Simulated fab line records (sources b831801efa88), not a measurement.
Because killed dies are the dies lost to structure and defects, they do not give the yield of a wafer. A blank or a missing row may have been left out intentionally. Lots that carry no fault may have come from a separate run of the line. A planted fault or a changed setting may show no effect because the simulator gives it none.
Which tool did it?	flow gf180mcu	route of 602 steps, sampled at 1 step: 12 lots, 36 wafers

## WHAT THE GAUGES READ, wafer by wafer
GF_V1_THK_MEAS_03.
lot	measured	on	V1_CVD_02_THK (nm)
L075	day 17 16:16	film_metro-02	832 837 861
L076	day 18 04:23	film_metro-02	836 834 840
L079	day 19 01:23	film_metro-01	836 867 851
L081	day 19 19:21	film_metro-03	838 856 841
L083	day 20 20:05	film_metro-01	854 853 862
L085	day 21 12:06	film_metro-01	837 869 844
L087	day 22 08:05	film_metro-02	853 853 870
L088	day 23 00:27	film_metro-02	840 853 883
L090	day 23 16:25	film_metro-01	842 847 848
L093	day 24 12:02	film_metro-01	846 841 868
L094	day 24 16:16	film_metro-03	851 854 870
L097	day 25 12:08	film_metro-03	835 854 863

## EACH LOT AND THE TOOL THAT RAN IT (in order: tool; ch and the chambers of the sampled wafers; start)
Before these readings, the record contains no process step.

## THE ANSWER, worked out from the rows above alone
Rule: usual is defined by the lots themselves. Put in order of their means at a reading, lots are off if they are a third of the lots or fewer, leave a main group of 4 or more, and stand apart from it by a gap of 3 or more times the standard deviation of the main group's means; of several such gaps the widest counts. The tables above print the reading to a certain number of digits; a main group whose means all agree to those digits is not used. A lot without any number at a reading at which 4 lots or more have one is off too. Where the step has rows for the other lots, those lots are counted as sound.
Across all readings shown, no lot is off: no conclusion can be drawn from this.

## WHAT THE SIMULATOR HAD INSERTED
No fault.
